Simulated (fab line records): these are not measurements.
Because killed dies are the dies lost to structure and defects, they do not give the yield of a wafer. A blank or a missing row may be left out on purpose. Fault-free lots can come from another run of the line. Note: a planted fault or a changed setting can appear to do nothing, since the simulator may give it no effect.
Comparing a struck lot with a sound one / flow gf180mcu / 15 steps out of a route of 602
Sound: these wafers, L379.1, L379.2, L379.6. Struck: wafer L384.4 (left out: L384.5, L384.6 of the same lot, which were not struck); the cause appears at the end.
For every step that has rows: the tool of each side, followed by ch and its chambers, followed by its first start. Under that, the readings that differ: sound wafers / struck wafers / difference of the means / sigmas: that difference in standard deviations of wafers without a fault.
alike: a reading whose means differ by less than 2 such deviations, as well as words and numbers matching on both sides. not compared: withheld readings; readings where some wafer has no value; bounds like >300 that might hide an equal value; numbers whose values overlap and for which the record gives no deviation.
A row with sigmas, a row that says differs or no value, or rows on one side alone: a step with any of these is where the two part. Numbers that don't overlap but have no deviation are shown without sigmas and don't part them. Lack of a reading on every wafer of one side parts them only where that side has two or more wafers.

first, 9 steps without rows for these wafers: GF_MIM_STRIP_21 (strips in post etch residue remover, time 1200 s); GF_MIM_CLEAN_22 (cleans in DIW); GF_M5_DEHYDRATE_00 (time 60 s); GF_M5_HMDS_01 (prime time 60 s); GF_M5_COAT_02 (resist thk 1000 nm); GF_M5_SOFTBAKE_03 (time 60 s); GF_M5_EXPOSE_04 (exposes mask Metal5, target cd 280 nm); GF_M5_PEB_05 (peb time 90 s); GF_M5_DEVELOP_06 (develop time 60 s).
GF_M5_CD_MEAS_07 targets a cd of 280 nm.
  sound on cd_sem-02, day 26 12:19; struck on cd_sem-01, day 28 04:59
  alike: cd_nm
GF_M5_OVL_MEAS_08:
  sound on overlay-01, day 26 12:26; struck on overlay-02, day 28 05:04
  alike: M5_OVL
GF_M5_ETCH_09: etches Si3N4 in CF4/O2, target depth 52 nm, time 11.6 s.
  sound on rie_diel-02 ch 1,2,3, day 26 12:28; struck on rie_diel-02 ch 1, day 28 05:04
reading=throttle_valve_pct (%); sound=5.956 5.984 5.967; struck=5.993; difference=+0.024; sigmas=+2
  alike: cf4_flow_sccm, drypump_motor_current_A, oes_product_au
  not compared: rf_hours_counter_h
GF_M5_METAL_ETCH_10: etches the open film in Cl2/BCl3, stops on SiO2, target depth 750.8 nm, time 125.1 s.
  sound on rie_metal-03 ch 0,1, day 26 12:29; struck on rie_metal-03 ch 1, day 28 05:08
reading=oes_product_au (a.u.); sound=0.992 0.989 0.986; struck=0.689; difference=-0.300; sigmas=-58
reading=throttle_valve_pct (%); sound=28.235 28.236 28.231; struck=28.545; difference=+0.311; sigmas=+34
reading=model.KrF_of_M5_COAT_02.thk_nm (nm); sound=645.3 642.2 646.1; struck=797.8; difference=+153.3; sigmas=
  alike: drypump_motor_current_A
  not compared: rf_hours_counter_h
GF_M5_STRIP_11: strips in O2/N2.
  sound on plasma_asher-04 ch 0,1, day 26 12:37; struck on plasma_asher-04 ch 0, day 28 05:16
reading=oes_product_au (a.u.); sound=0.522 0.528 0.526; struck=0.583; difference=+0.058; sigmas=+12
reading=strip_time_to_endpoint_s (s); sound=7.00 6.97 6.99; struck=8.50; difference=+1.51; sigmas=+39
  alike: drypump_motor_current_A, heater_power_w
  not compared: rf_hours_counter_h
then, 1 step without rows for these wafers: GF_M5_STRIP_12 (strips in post etch residue remover, time 1200 s).

## WHERE THEY PART
At GF_M5_ETCH_09 first; at GF_M5_STRIP_11 last (within this record only).

WHY: what had been put in by the simulator
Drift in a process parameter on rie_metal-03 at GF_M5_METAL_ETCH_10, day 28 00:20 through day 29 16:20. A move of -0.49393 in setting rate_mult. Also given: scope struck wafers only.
